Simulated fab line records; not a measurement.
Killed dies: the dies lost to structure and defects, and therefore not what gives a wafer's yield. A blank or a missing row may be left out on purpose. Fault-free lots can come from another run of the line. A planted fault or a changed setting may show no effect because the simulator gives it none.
The tool behind it: which one? -- flow gf180mcu -- 42 wafers from 14 lots sampled at 4 of the route's 602 steps

## WHAT THE GAUGES READ, wafer by wafer
GF_STI_THK_MEAS_22.
lot,measured,on,STI_OXIDATION_01_THK (nm)
L577,day 2 05:20,film_metro-04,15.26 15.02 15.11
L578,day 2 11:13,film_metro-01,15.46 15.23 15.22
L579,day 2 14:17,film_metro-01,15.24 15.49 15.11
L580,day 2 18:42,film_metro-03,15.66 15.49 15.60
L581,day 3 00:16,film_metro-01,14.91 15.09 15.04
L583,day 3 09:52,film_metro-01,15.62 15.46 15.39
L585,day 3 20:16,film_metro-01,15.02 15.37 15.34
L590,day 4 22:59,film_metro-01,15.08 15.08 15.21
L592,day 5 08:08,film_metro-01,14.94 15.08 15.26
L594,day 5 18:54,film_metro-04,14.85 14.97 15.23
L595,day 6 00:13,film_metro-01,14.71 15.00 14.55
L596,day 6 05:07,film_metro-01,15.25 15.12 15.16
L598,day 6 15:05,film_metro-01,15.56 15.37 15.65
L600,day 7 03:38,film_metro-03,15.48 15.80 15.57

GF_MVSD_OVL_MEAS_07.
lot,measured,on,MVSD_OVL (nm)
L577,day 4 14:37,overlay-01,-0.2 1.0 -1.1
L578,day 4 19:40,overlay-01,-0.5 0.6 -0.5
L579,day 4 22:16,overlay-02,-3.9 -1.1 -2.8
L580,day 5 03:10,overlay-02,-1.9 -1.6 -4.9
L581,day 5 08:29,overlay-01,-3.3 -3.0 -2.1
L583,day 5 18:35,overlay-01,2.3 0.4 0.2
L585,day 6 08:07,overlay-02,0.7 1.4 2.7
L590,day 7 14:16,overlay-02,-3.7 -1.9 -1.1
L592,day 8 00:13,overlay-01,0.5 -0.6 -0.9
L594,day 8 13:02,overlay-01,-0.7 0.5 -2.1
L595,day 8 19:05,overlay-02,-0.7 -0.2 -1.3
L596,day 9 02:46,overlay-02,-1.7 -2.1 -3.2
L598,day 9 12:06,overlay-02,0.1 1.8 -0.8
L600,day 10 01:46,overlay-01,-3.0 -1.5 1.5

GF_VT_IMPLANT_TW_MEAS_43.
lot,measured,on,VT_IMPLANT_4_TW
L577,day 7 16:34,film_metro-04,683.9 683.8 685.4
L578,day 7 21:47,film_metro-03,682.5 681.7 678.1
L579,day 8 04:01,film_metro-02,682.9 684.0 686.1
L580,day 8 09:34,film_metro-02,684.3 683.0 682.6
L581,day 8 14:34,film_metro-03,679.9 682.6 679.1
L583,day 9 02:42,film_metro-03,682.5 679.4 678.8
L585,day 9 17:09,film_metro-04,684.6 685.8 684.7
L590,day 11 05:44,film_metro-03,704.0 702.1 704.3
L592,day 11 17:40,film_metro-04,704.6 706.9 704.8
L594,day 12 09:32,film_metro-03,679.6 677.9 680.5
L595,day 12 16:16,film_metro-03,685.5 683.3 684.4
L596,day 13 01:09,film_metro-02,682.8 685.1 684.6
L598,day 13 11:58,film_metro-03,688.1 682.2 683.0
L600,day 14 02:13,film_metro-03,683.2 679.5 681.5

## EACH LOT AND THE TOOL THAT RAN IT (in order: tool; ch and the chambers of the sampled wafers; start)
lot,GF_VT_IMPLANT_IMPLANT_41
L577,"implanter-02 ch 0, day 7 16:19"
L578,"implanter-02 ch 0, day 7 21:32"
L579,"implanter-04 ch 0, day 8 03:47"
L580,"implanter-04 ch 0, day 8 09:20"
L581,"implanter-01 ch 0, day 8 14:19"
L583,"implanter-01 ch 0, day 9 02:29"
L585,"implanter-01 ch 0, day 9 16:56"
L590,"implanter-01 ch 0, day 11 05:30"
L592,"implanter-01 ch 0, day 11 17:25"
L594,"implanter-02 ch 0, day 12 09:17"
L595,"implanter-04 ch 0, day 12 16:02"
L596,"implanter-04 ch 0, day 13 00:55"
L598,"implanter-04 ch 0, day 13 11:45"
L600,"implanter-04 ch 0, day 14 01:58"
- GF_VT_IMPLANT_IMPLANT_41

## AS READ BY THE TOOLS THEMSELVES (means over the sampled wafers that have a number; for cases with no such wafer, the mark the record gives instead)
GF_VT_IMPLANT_IMPLANT_41.
lot,tool,dose_ions_cm2,faraday_current_uA
L577,implanter-02,1.0135e+12,5.68
L578,implanter-02,1.0119e+12,5.84
L579,implanter-04,1.0128e+12,5.61
L580,implanter-04,1.0129e+12,5.80
L581,implanter-01,1.0135e+12,5.75
L583,implanter-01,1.0117e+12,5.78
L585,implanter-01,1.0142e+12,5.64
L590,implanter-01,1.1198e+12,6.37
L592,implanter-01,1.1207e+12,6.19
L594,implanter-02,1.0124e+12,5.76
L595,implanter-04,1.0124e+12,5.88
L596,implanter-04,1.0132e+12,5.69
L598,implanter-04,1.0145e+12,5.75
L600,implanter-04,1.0125e+12,5.70

## THE ANSWER, worked out from the rows above alone
Rule: usual is defined by the lots themselves. Put in order of their means at a reading, lots are off if they are a third of the lots or fewer, leave a main group of 4 or more, and stand apart from it by a gap of 3 or more times the standard deviation of the main group's means; of several such gaps the widest counts. A main group is skipped when, at the precision printed for the reading in the tables above, its means are all equal. Also off: a lot with no number at a reading for which 4 or more lots have one. All remaining lots with rows at the step are treated as sound. Order of review: gauges by route order, followed by the tools' own readings, for which a lot's mean as printed above is used. The first step at which some lot is off is used, and at that step the reading that is off furthest; a lot without a number counts as furthest.
Off: L590, L592, seen at GF_VT_IMPLANT_TW_MEAS_43 (VT_IMPLANT_4_TW). The main group has a mean of 682.7 with a standard deviation of 2.
If a tool, at a process step before that reading, ran all the lots that are off and no sound lot after the first of them, it fits. Not tried: the gauges at GF_VT_IMPLANT_TW_MEAS_43; whatever is off there is also off at GF_VT_IMPLANT_IMPLANT_41, on other tools, and gauge error can't account for it. One candidate fits, namely implanter-01 at GF_VT_IMPLANT_IMPLANT_41. A fault onset in the window from L585 (day 9 16:56, its last sound lot) to L590 (day 11 05:30, its first lot off) fits.
The tool's own readings at GF_VT_IMPLANT_IMPLANT_41 bear it out: on the lots that are off they differ by more than 5 times the standard deviation of the sound lots' means. dose_ions_cm2 reads 1.1202e+12 there against 1.0130e+12 on the sound lots; faraday_current_uA reads 6.28 there against 5.74 on the sound lots.

## WHAT WAS PUT IN BY THE SIMULATOR
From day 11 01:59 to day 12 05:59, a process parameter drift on implanter-01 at GF_VT_IMPLANT_IMPLANT_41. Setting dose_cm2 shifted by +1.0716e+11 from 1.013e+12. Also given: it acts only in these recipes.
Shown lots that were struck: L590, L592. The rule given above showed the same thing.
